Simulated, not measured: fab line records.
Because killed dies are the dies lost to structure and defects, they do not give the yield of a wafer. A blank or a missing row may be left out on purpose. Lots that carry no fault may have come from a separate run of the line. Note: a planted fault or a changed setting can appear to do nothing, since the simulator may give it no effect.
Which of the tools did it? | flow sky130 | Sampling: 10 lots, 30 wafers, 2 of 708 route steps

WHAT THE GAUGES SHOWED, per wafer
SKY_SPACER_THK_MEAS_01.
lot  | measured     | on            | SPACER_CVD_00_THK (nm)
L671 | day 23 04:15 | film-metro-02 | 43.5 43.3 43.1
L672 | day 23 15:32 | film-metro-04 | 42.4 42.7 42.5
L673 | day 23 17:33 | film-metro-03 | 42.9 42.3 43.0
L674 | day 24 06:34 | film-metro-03 | 42.7 42.5 42.7
L677 | day 25 06:08 | film-metro-02 | 43.1 43.3 43.4
L678 | day 26 01:31 | film-metro-03 | 42.7 43.1 43.0
L679 | day 26 16:54 | film-metro-04 | 42.8 43.0 42.9
L680 | day 26 16:55 | film-metro-03 | 43.6 43.6 43.3
L687 | day 29 08:26 | film-metro-02 | 52.4 52.4 52.2 52.4 52.4 52.1
L688 | day 29 15:51 | film-metro-04 | 52.7 53.1 52.8 52.7 53.1 52.8

TOOL THAT RAN EACH LOT (tool first, then ch and the chambers of the sampled wafers, then the start)
lot  | SKY_SPACER_CVD_00
L671 | lpcvd-02 ch 1, day 23 03:03
L672 | lpcvd-02 ch 0, day 23 14:17
L673 | lpcvd-02 ch 0, day 23 16:20
L674 | lpcvd-02 ch 0, day 24 05:21
L677 | lpcvd-02 ch 0, day 25 04:56
L678 | lpcvd-02 ch 1, day 25 23:42
L679 | lpcvd-02 ch 1, day 26 15:42
L680 | lpcvd-02 ch 1, day 26 15:42
L687 | lpcvd-02 ch 0, day 29 07:13
L688 | lpcvd-02 ch 1, day 29 14:38
- SKY_SPACER_CVD_00: deposits Si3N4 from DCS/NH3, target thk 43.1 nm, time 740 s.

THE ANSWER, worked out from the rows above alone
Rule: usual is defined by the lots themselves. The widest of any qualifying gaps counts: lots, ordered by their means at a reading, are off when they make up no more than a third of the lots, leave a main group of 4 or more, and stand apart from it by 3 or more times the standard deviation of that group's means. Not used: any main group whose means are identical at the precision the tables above print for the reading. A lot without any number at a reading at which 4 lots or more have one is off too. Any other lot the step has rows for is counted as sound.
Off: L687, L688, seen at SKY_SPACER_THK_MEAS_01 (SPACER_CVD_00_THK). The main group: mean 43.0 nm, standard deviation 0.32.
A tool fits if, at a process step before that reading, it ran every lot that is off, and no sound lot after the first of them. The gauges at SKY_SPACER_THK_MEAS_01 are tried like those tools. One fits: SKY_SPACER_CVD_00 on lpcvd-02. A fault onset in the window from L679 (day 26 15:42, its last sound lot) to L687 (day 29 07:13, its first lot off) fits.

WHAT THE SIMULATOR PUT IN
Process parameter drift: lpcvd-02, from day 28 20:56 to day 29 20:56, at SKY_SPACER_CVD_00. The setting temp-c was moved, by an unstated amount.
Lots struck among those shown: L687, L688. The rule above reached the same finding.
